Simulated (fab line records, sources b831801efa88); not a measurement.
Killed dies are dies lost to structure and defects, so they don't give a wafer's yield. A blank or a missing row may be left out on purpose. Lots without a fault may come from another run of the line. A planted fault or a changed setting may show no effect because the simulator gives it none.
One fault seen from 2 desks | flow gf180mcu | each desk has only its own numbers; what lay behind them comes last

THE METROLOGY DESK
What the gauges read, lot by lot, whatever tool the lot ran on: means of the sampled wafers that have a number. A lot is out of limits, marked OUT, if its mean lies more than 4 standard deviations from the usual mean; the brackets give that distance.
Columns: A = HV_LDD_3_TW at GF_HV_LDD_TW_MEAS_38, usual 1438; B = cd_nm at GF_HV_LDD_CD_MEAS_46, usual 400.5 nm
lot  | first seen here | A    | B
L400 | day 11 10:40    | 1442 | 400.3
L409 | day 14 16:39    | 1435 | 403.6
L412 | day 15 10:38    | 1410 | 404.1
L413 | day 15 17:14    | 1415 | 408.2
L420 | day 18 06:38    | 1433 | 398.6
L421 | day 18 17:26    | 1430 | 399.7
This desk's finding: nothing out of limits on any of the 6 lots.

THE TOOL OWNER'S DESK: litho_track-01
The tool's own readings at GF_HV_LDD_DEVELOP_45 (develop time 60 s): means of the sampled wafers that have a number, for each lot that ran on this tool. A lot is out of limits, marked OUT, if its mean lies more than 4 standard deviations from the usual mean; the brackets give that distance.
Columns: A = chill_plate_temp_C at GF_HV_LDD_DEVELOP_45, usual 23.00 C; B = developer_temp_C at GF_HV_LDD_DEVELOP_45, usual 23.00 C
lot  | first seen here | A     | B
L409 | day 15 13:21    | 22.92 | 22.89
L412 | day 16 08:49    | 23.03 | 20.65 (-26) OUT
L413 | day 16 15:57    | 22.91 | 20.70 (-25) OUT
L420 | day 19 06:11    | 22.95 | 22.89
L421 | day 19 17:22    | 22.95 | 23.00
This desk's finding: out of limits on L412, L413; first on L412, day 16 08:49 (developer_temp_C at GF_HV_LDD_DEVELOP_45). In limits: L409, L420, L421.

PUT TOGETHER
The tool owner's desk could have raised an alarm at day 16 08:49, on L412, L413.
The metrology desk saw nothing out of limits.
The metrology desk has L412, L413 on record, within its limits.
Of the lots named, all ran GF_HV_LDD_DEVELOP_45 on litho_track-01.

WHAT THE SIMULATOR HAD PUT IN
Process parameter drift: litho_track-01, from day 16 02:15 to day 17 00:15, at GF_HV_LDD_DEVELOP_45. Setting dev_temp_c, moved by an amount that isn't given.
Lots struck among those shown: L412, L413.
Hours from the fault's start to each desk's first reading out of limits: the tool owner's desk, 7.
